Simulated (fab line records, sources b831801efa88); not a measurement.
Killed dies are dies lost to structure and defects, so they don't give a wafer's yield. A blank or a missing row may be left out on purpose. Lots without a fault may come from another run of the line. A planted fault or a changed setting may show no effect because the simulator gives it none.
Split-lot experiment | flow sky130 | 5 lots, 23 wafers read, on a route of 708 steps

THE SPLIT
At SKY_LDD_P_COAT_02 (resist thk 1140 nm), the setting spin_rpm was moved away from the recipe's 3000 rpm on 9 of the 23 wafers read, by -5.0% to +7.3%. The other wafers ran this setting at the recipe's value.

The reading is taken at the split's own step.

THE READING
NOVOLAK_of_LDD_P_COAT_02.thk_nm (the simulator's own value, which no gauge read), in nm, at SKY_LDD_P_COAT_02 (resist thk 1140 nm). The file gives no usual value for it. The 14 wafers here that ran the recipe average 1141 nm, standard deviation 2.9 nm.

wafer  | tool, chamber at the split | spin_rpm as run, rpm | against the recipe | NOVOLAK_of_LDD_P_COAT_02.thk_nm, nm | against lot-mates on the recipe
L076.2 | litho_track-04, 0          | 3000                 | recipe             | 1140                                | -
L076.3 | litho_track-04, 0          | 2875                 | -4.2%              | 1162                                | +23
L076.4 | litho_track-04, 0          | 2875                 | -4.2%              | 1163                                | +24
L076.5 | litho_track-04, 0          | 3000                 | recipe             | 1139                                | -
L076.6 | litho_track-04, 0          | 3000                 | recipe             | 1138                                | -
L075.1 | litho_track-01, 0          | 2850                 | -5.0%              | 1174                                | +29
L075.6 | litho_track-01, 0          | 2850                 | -5.0%              | 1174                                | +29
L075.2 | litho_track-01, 0          | 3000                 | recipe             | 1144                                | -
L075.3 | litho_track-01, 0          | 3000                 | recipe             | 1146                                | -
L075.5 | litho_track-01, 0          | 2850                 | -5.0%              | 1176                                | +31
L079.3 | litho_track-01, 0          | 3000                 | recipe             | 1141                                | -
L079.5 | litho_track-01, 0          | 3000                 | recipe             | 1145                                | -
L079.6 | litho_track-01, 0          | 3000                 | recipe             | 1144                                | -
L082.1 | litho_track-01, 0          | 3000                 | recipe             | 1138                                | -
L082.2 | litho_track-01, 0          | 2853                 | -4.9%              | 1167                                | +30
L082.4 | litho_track-01, 0          | 2853                 | -4.9%              | 1167                                | +30
L082.3 | litho_track-01, 0          | 3000                 | recipe             | 1137                                | -
L082.5 | litho_track-01, 0          | 3000                 | recipe             | 1137                                | -
L084.1 | litho_track-04, 0          | 3218                 | +7.3%              | 1103                                | -38
L084.2 | litho_track-04, 0          | 3000                 | recipe             | 1142                                | -
L084.5 | litho_track-04, 0          | 3000                 | recipe             | 1142                                | -
L084.4 | litho_track-04, 0          | 3000                 | recipe             | 1140                                | -
L084.6 | litho_track-04, 0          | 3218                 | +7.3%              | 1104                                | -37

THE FIT
A straight line over all 23 wafers: NOVOLAK_of_LDD_P_COAT_02.thk_nm changes by -5.59 nm for each +1% of spin_rpm; r = -0.99; the points scatter about the line by 3.4 nm.
The same after taking each lot's own level away (the mean of its wafers on the recipe; 23 wafers): -5.58 nm for each +1%; r = -1.00; scatter 1.4 nm.
On that fit, the largest move of spin_rpm shifts the reading by 41 nm.
The lots' own levels span 1137.3 to 1145.0 nm, that is 2.7 times the standard deviation above.
So the lot-to-lot level changes the slope little: the two slopes agree.
Check: with one of the wafers moved furthest among these (+7.3%) left out of the fit, the line predicts -40.5 nm for it against its lot-mates. It came out at -38.3 nm against them.

OTHER SPLITS ON THESE WAFERS
These wafers also went through other splits before the reading. Each is held against what the fit with the lots' levels taken away leaves over:
other split on the same wafers        | wafers away from the commonest value | r with NOVOLAK_of_LDD_P_COAT_02.thk_nm (lot level and that fit taken away)
SKY_GATE_OXIDE_SOFTBAKE_06 temp_c     | 10                                   | +0.20
SKY_GATE_OXIDE_IMPLANT_11 energy_kev  | 7                                    | -0.09
SKY_RES_PROTECT_COAT_02 resist_thk_nm | 8                                    | +0.10
SKY_POLY_GATE_IMPLANT_02 dose_cm2     | 10                                   | -0.05
SKY_POLY_GATE_EXPOSE_10 dose_mj       | 9                                    | -0.06

THE WHOLE CHAIN: every reading that the file lists as answering this split, in the file's order
step               | what it does       | reading                                                                          | change (the file's fit)              | r (the file's)
SKY_LDD_P_COAT_02  | resist thk 1140 nm | NOVOLAK_of_LDD_P_COAT_02.thk_nm (the simulator's own value, which no gauge read) | -5.58 nm for each +1% of the setting | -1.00
SKY_LDD_P_STRIP_10 | strips in O2/N2    | strip_time_to_endpoint_s                                                         | withheld for each +1% of the setting | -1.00

THE FILE'S OWN FIT
NOVOLAK_of_LDD_P_COAT_02.thk_nm changes by -5.58 nm for each +1% of spin_rpm, r = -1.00.
